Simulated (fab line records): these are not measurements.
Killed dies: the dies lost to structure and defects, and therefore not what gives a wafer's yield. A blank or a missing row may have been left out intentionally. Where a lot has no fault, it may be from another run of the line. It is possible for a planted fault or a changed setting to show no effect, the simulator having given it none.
Chamber matching | flow sky130 | SKY_VIA2_ETCH_15 on rie-diel-01: 4 sister chambers
The step etches SiO2 in C4F8/O2/Ar, stops on TiN, target depth 546 nm, time 84 s. 7 wafers are shown with their chamber, then 10 later ones without.

## EACH WAFER AND ITS CHAMBER
wafer  | chamber | rf-fwd-power-W (W) | oes-product-au (a.u.)
L080.3 | 2       | 1497               | 0.943
L083.4 | 0       | 1484               | 0.948
L086.2 | 0       | 1491               | 0.938
L086.5 | 3       | 1492               | 0.942
L086.6 | 1       | 1488               | 0.943
L088.1 | 1       | 1482               | 0.944
L088.3 | 3       | 1485               | 0.951

## WAFERS MISSING THEIR CHAMBER
wafer  | rf-fwd-power-W (W) | oes-product-au (a.u.)
L088.6 | 1483               | 0.938
L095.1 | 1488               | 0.943
L095.2 | 1489               | 0.935
L095.5 | 1493               | 0.943
L096.1 | 1486               | 0.938
L096.2 | 1479               | 0.945
L096.4 | 1495               | 0.947
L097.3 | 1479               | 0.940
L097.4 | 1482               | 0.942
L097.5 | 1495               | 0.934

## CHAMBER TAKEN BY EACH
wafer  | from the rows above               | in truth
L088.6 | can't be placed: 1 or 0 or 3      | 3
L095.1 | can't be placed: 0 or 1 or 3 or 2 | 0
L095.2 | can't be placed: 0 or 1 or 3 or 2 | 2
L095.5 | can't be placed: 2 or 3 or 0 or 1 | 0
L096.1 | can't be placed: 0 or 1 or 3 or 2 | 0
L096.2 | can't be placed: 1 or 0 or 3      | 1
L096.4 | can't be placed: 2 or 3 or 0 or 1 | 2
L097.3 | can't be placed: 1 or 0 or 3      | 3
L097.4 | can't be placed: 1 or 0 or 3      | 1
L097.5 | can't be placed: 2 or 0 or 3 or 1 | 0
Correct placement for 0 of the 10. Cannot be placed on the basis of these rows: 10; the candidates contain the true chamber in 10. Wrongly placed: 0.
How it was worked out, from the rows above alone: a wafer's distance from a chamber is the root of the sum, over the readings, of the square of ((its reading less the chamber's mean) divided by the reading's scatter). If the next closest chamber is less than 2 further off than the closest, the wafer can't be placed; otherwise it belongs to the closest. Each chamber's mean is taken over the wafers shown for it. The scatter is the square root of a quotient: the sum, over the shown wafers, of each reading's squared deviation from its chamber's mean, divided by wafers minus chambers.
